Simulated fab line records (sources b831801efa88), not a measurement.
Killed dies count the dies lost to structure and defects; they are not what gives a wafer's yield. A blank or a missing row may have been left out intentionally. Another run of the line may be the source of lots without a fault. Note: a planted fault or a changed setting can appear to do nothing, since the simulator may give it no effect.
Chamber matching	flow gf180mcu	pecvd-03 running GF_PASSIVATION_CVD_02: 3 sister chambers
The step deposits Si3N4, target thk 700 nm, time 486.18 s. 20 wafers are shown with their chamber, then 10 later ones without.

WAFERS, EACH WITH ITS CHAMBER
wafer	chamber	heaterPowerW (W)
L075.1	0	656
L075.3	2	751
L075.6	0	532
L076.3	1	736
L076.5	1	763
L076.6	0	578
L077.1	2	741
L077.2	1	690
L077.4	1	746
L081.1	1	743
L081.2	0	650
L081.5	1	766
L082.2	2	653
L082.3	0	554
L082.4	1	732
L084.1	2	625
L084.4	1	741
L084.5	2	675
L085.1	1	701
L085.2	2	618

SIGNATURES (averages over the wafers above)
reading	chamber 0	chamber 1	chamber 2	scatter within a chamber
heaterPowerW	594.00	735.33	677.17	44.8
Rule: distance of a wafer from a chamber = root of the sum over the readings of ((wafer's reading minus chamber's mean) / reading's scatter) squared. If the next closest chamber is less than 2 further off than the closest, the wafer can't be placed; otherwise it belongs to the closest. The scatter is the square root of a quotient: the sum, over the shown wafers, of each reading's squared deviation from its chamber's mean, divided by wafers minus chambers.

WAFERS MISSING THEIR CHAMBER
wafer	heaterPowerW (W)
L085.4	530
L092.1	645
L092.2	726
L092.6	524
L093.1	653
L093.3	727
L093.5	718
L095.1	703
L095.4	723
L095.6	613

EACH ONE'S CHAMBER
wafer	from the rows above	in truth
L085.4	can't be placed: 0 or 2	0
L092.1	can't be placed: 2 or 0 or 1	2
L092.2	can't be placed: 1 or 2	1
L092.6	can't be placed: 0 or 2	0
L093.1	can't be placed: 2 or 0 or 1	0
L093.3	can't be placed: 1 or 2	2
L093.5	can't be placed: 1 or 2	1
L095.1	can't be placed: 2 or 1 or 0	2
L095.4	can't be placed: 1 or 2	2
L095.6	can't be placed: 0 or 2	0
Placed correctly: 0 of 10. Unplaceable from these rows: 10, with the true chamber sitting among the candidates in 10. Wrongly placed: 0.
